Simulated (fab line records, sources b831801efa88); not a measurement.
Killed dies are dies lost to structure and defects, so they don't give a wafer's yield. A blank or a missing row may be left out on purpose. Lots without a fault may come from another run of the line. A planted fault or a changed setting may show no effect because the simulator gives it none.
Problem report in the 8D (eight disciplines) form, filled by code | flow gf180mcu | the parts of the form that need people (team, actions taken, sign-off) are left out

1. THE PROBLEM
LVPWELL_TW at GF_LVPWELL_TW_MEAS_11 reads a mean of 618.4 on 6 wafers of 2 lots; wafers without a fault read 560.3 with a standard deviation of 2.9. That is +20 standard deviations from the usual mean.
First seen on wafer L467.1, day 5 13:35, on film_metro-01. The record holds 36 wafers of 12 lots with a number at this step. Rule for "out", or "out of limits": more than 4 standard deviations from the usual mean. The other wafers with a number count as sound.

2. WHAT IT IS AND WHAT IT IS NOT
question                    | is                           | is not
which readings at this step | LVPWELL_TW                   | -
which lots                  | L467, L469                   | L460, L461, L466, L468, L475, L477, L479, L480, L481, L482
which wafers of those lots  | all that have a number       | -
read on which gauges        | film_metro-01, film_metro-02 | film_metro-04
when                        | from day 5 13:35             | up to then (9 sound wafers); but 21 sound wafers of L468, L475, L477, L479, L480, L481, L482 came after

3. SUSPECTS, AND WHAT RULES EACH OUT
Counting: a tool at a process step up to the reading stays a suspect if it ran every lot that is out and no sound lot after the first of them.
- the gauge at GF_LVPWELL_TW_MEAS_11: ruled out. The wafers that are out were read on 2 gauges (film_metro-01, film_metro-02).
- implanter-03 at GF_LVPWELL_IMPLANT_08: ruled out as a lasting fault. Sound lots L480, L482 ran on it after its first lot that is out, L467 (day 5 13:11).
Left after counting: nothing in the record.

4. THE CAUSE (what the simulator had put in)
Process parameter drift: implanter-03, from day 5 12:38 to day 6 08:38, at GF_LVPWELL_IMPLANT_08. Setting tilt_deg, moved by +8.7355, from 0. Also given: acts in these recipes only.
Counting ruled it out, wrongly: the rule takes a fault to strike every lot that its tool runs from its start on, and this one did not.

5. THE CHAIN OF EFFECTS, in route order
Each row: a reading whose mean over the struck wafers that have a number lies more than 3 standard deviations from the usual. Only readings for which the record gives a usual standard deviation are gone through. hours: the time from each lot's start at the first step in this table that gives one to its start at this step, as a median over the lots. sigmas: the change in usual standard deviations.
hours | step                  | reading    | usual         | on struck wafers | change | sigmas
0     | GF_LVPWELL_IMPLANT_08 | tilt_deg   | 0.003 degrees | 8.724            | +8.721 | +99 or more
0     | GF_LVPWELL_TW_MEAS_11 | LVPWELL_TW | 560.3         | 618.4            | +58.1  | +20
The process steps in it:
- GF_LVPWELL_IMPLANT_08
Readings that are blank on the struck wafers while sound wafers have them: LVPWELL_RS at GF_VT_IMPLANT_RS_MEAS_48.
Later measuring or inspecting steps at which every struck wafer that the step has a row for has a number for every such reading, and none has moved that far: GF_VT_IMPLANT_OVL_MEAS_18.

6. WHAT WOULD HAVE CAUGHT IT SOONER
In this record the first reading out of limits at a measuring or inspecting step was taken at day 5 13:35, 1 hour after the fault began at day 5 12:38.
The tool's own readings at GF_LVPWELL_IMPLANT_08 were out on every struck wafer that the step has a row for (tilt_deg): an alarm limit on them would have fired on the first of those.
